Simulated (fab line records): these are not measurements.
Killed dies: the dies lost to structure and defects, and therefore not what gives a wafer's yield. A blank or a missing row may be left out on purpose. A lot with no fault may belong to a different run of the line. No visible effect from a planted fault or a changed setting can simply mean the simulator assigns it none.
Struck lot and sound lot, side by side -- flow sky130 -- 18 steps out of a route of 708
Sound: wafers L926.2, L926.4, L926.6. Wafers struck: L939.2, L939.4, L939.5. Last of all comes the cause.
For every step that has rows: the tool of each side, followed by ch and its chambers, followed by its first start. Under that, the readings that differ: sound wafers -- struck wafers -- difference of the means -- sigmas: that difference in standard deviations of wafers without a fault.
alike: same words and numbers on both sides, and readings whose means sit less than 2 such deviations apart. not compared: any withheld reading, any reading some wafer has no value for, any bound like >300 that may hide the same value, and any number with overlapping values for which the record gives no deviation.
Wherever a step has rows on one side only, a row that says differs or no value, or a row with sigmas, the two part there. When numbers do not overlap yet have no deviation, they are printed without sigmas and do not part them. A reading missing from all wafers of one side parts the sides only when that side holds two or more wafers.

SKY_LDD_HVP_STRIP_09: strips in O2/N2.
  sound on plasma-asher-03 ch 0,1, day 22 21:46; struck on plasma-asher-02 ch 0,1, day 27 17:56
reading,sound,struck,difference,sigmas
strip-time-to-endpoint-s (s),4.156 4.145 4.174,4.113 4.108 4.121,-0.044,-3
  alike: drypump-motor-current-A, oes-product-au
  not compared: rf-hours-counter-h
SKY_LDD_HVP_TW_MEAS_10:
  struck on film-metro-01, day 27 18:03; sound on film-metro-01, day 22 21:52
  alike: LDD_HVP_TW
then, 7 steps without rows for these wafers: SKY_LDD_LDN_DEHYDRATE_00 (time 60 s); SKY_LDD_LDN_HMDS_01 (prime time 60 s); SKY_LDD_LDN_COAT_02 (resist thk 1154 nm); SKY_LDD_LDN_SOFTBAKE_03 (time 60 s); SKY_LDD_LDN_EXPOSE_04 (exposes mask LDNTM, target cd 700 nm); SKY_LDD_LDN_PEB_05; SKY_LDD_LDN_DEVELOP_06 (develop time 60 s).
SKY_LDD_LDN_OVL_MEAS_07:
  struck on overlay-01, day 28 22:40; sound on overlay-01, day 24 02:58
  alike: LDD_LDN_OVL
then, 2 steps without rows for these wafers: SKY_LDD_LDN_IMPLANT_08; SKY_LDD_LDN_IMPLANT_09.
SKY_LDD_LDN_IMPLANT_10:
  sound on implanter-04 ch 0, day 24 03:19; struck on implanter-04 ch 0, day 28 23:20
after that, 1 step had no rows for these wafers: SKY_LDD_LDN_IMPLANT_11.
SKY_LDD_LDN_STRIP_12: strips in O2/N2.
  sound on plasma-asher-01 ch 1, day 24 03:35; struck on plasma-asher-02 ch 0,1, day 28 23:37
reading,sound,struck,difference,sigmas
strip-time-to-endpoint-s (s),14.36 14.33 14.38,14.31 14.27 14.28,-0.07,-2
  alike: drypump-motor-current-A, oes-product-au
  not compared: rf-hours-counter-h
SKY_LDD_LDN_TW_MEAS_13:
  struck on film-metro-01, day 28 23:43; sound on film-metro-02, day 24 03:42
reading,sound,struck,difference,sigmas
LDD_LDN_TW,1480 1478 1476,1585 1595 1590,+112,+12
then, 1 step without rows for these wafers: SKY_LDD_LDN_CLEAN_14 (cleans in SC1/SC2, time 150 s).
-- the record jumps here: 21 days lie between the struck wafers' starts before and after (it left off in module LDD_LDN and takes up again in module PAD_OPEN, whose first step shown is number 708 of the route) --
SKY_PAD_OPEN_PROBE_99:
  struck on prober-02, day 49 22:02; sound on prober-01, day 46 11:58
reading,sound,struck,difference,sigmas
model.etest.tip-sonos.rs-ohm-sq,2672 2730 2676,2287 2301 2352,-379,
  alike: killed_at_M0_to_M3, killed_at_M4_up, killed-at-contacts, killed-at-front-end, killed-at-other, killed-dies, killed-open, killed-short

WHERE THEY PART
At SKY_LDD_HVP_STRIP_09 first; at SKY_LDD_LDN_TW_MEAS_13 last (within this record only). Later steps at which nothing parts them and some readings are alike: SKY_PAD_OPEN_PROBE_99.

WHY: what the simulator had put in
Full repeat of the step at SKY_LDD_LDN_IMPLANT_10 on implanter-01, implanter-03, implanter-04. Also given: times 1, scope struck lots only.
